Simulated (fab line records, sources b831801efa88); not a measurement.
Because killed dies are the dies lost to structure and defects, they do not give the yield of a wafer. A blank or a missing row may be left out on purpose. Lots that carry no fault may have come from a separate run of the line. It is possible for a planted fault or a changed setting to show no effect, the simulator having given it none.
Chamber matching + flow gf180mcu + GF_V5_CMP_04 on cmp-01 has 4 sister chambers
The step polishes SiO2. 4 wafers are shown with their chamber, then 8 later ones without.

WAFERS WITH THEIR CHAMBER
| wafer  | chamber | motor current A (A) |
|--------|---------|---------------------|
| L081.4 | 3       | 14.4                |
| L082.3 | 2       | 13.2                |
| L082.4 | 1       | 11.0                |
| L085.2 | 0       | 10.2                |

WAFERS WITH NO CHAMBER GIVEN
| wafer  | motor current A (A) |
|--------|---------------------|
| L085.5 | 13.0                |
| L085.6 | 14.0                |
| L092.1 | 10.1                |
| L092.5 | 11.7                |
| L092.6 | 12.2                |
| L095.1 | 14.2                |
| L095.4 | 10.5                |
| L095.5 | 12.9                |

WHICH CHAMBER EACH ONE RAN IN
| wafer  | from the rows above          | in truth |
|--------|------------------------------|----------|
| L085.5 | 2                            | 2        |
| L085.6 | can't be placed: 3 or 2      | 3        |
| L092.1 | can't be placed: 0 or 1      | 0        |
| L092.5 | can't be placed: 1 or 0 or 2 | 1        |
| L092.6 | can't be placed: 2 or 1      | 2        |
| L095.1 | can't be placed: 3 or 2      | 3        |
| L095.4 | can't be placed: 0 or 1      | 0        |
| L095.5 | 2                            | 2        |
Placed correctly: 2 of 8. Can't be placed from these rows: 6 (the true chamber is among the candidates in 6). Placed wrongly: 0.
How it was worked out, from the rows above alone: a wafer's distance from a chamber is the root of the sum, over the readings, of the square of ((its reading less the chamber's mean) divided by the reading's scatter). The wafer belongs to the nearest chamber; if the next one is less than 2 further off, it can't be placed. The mean given for a chamber averages the wafers shown for that chamber. The scatter: with one shown wafer a chamber, the root of the mean of the squares of how far each hidden wafer lies from its nearest shown one.
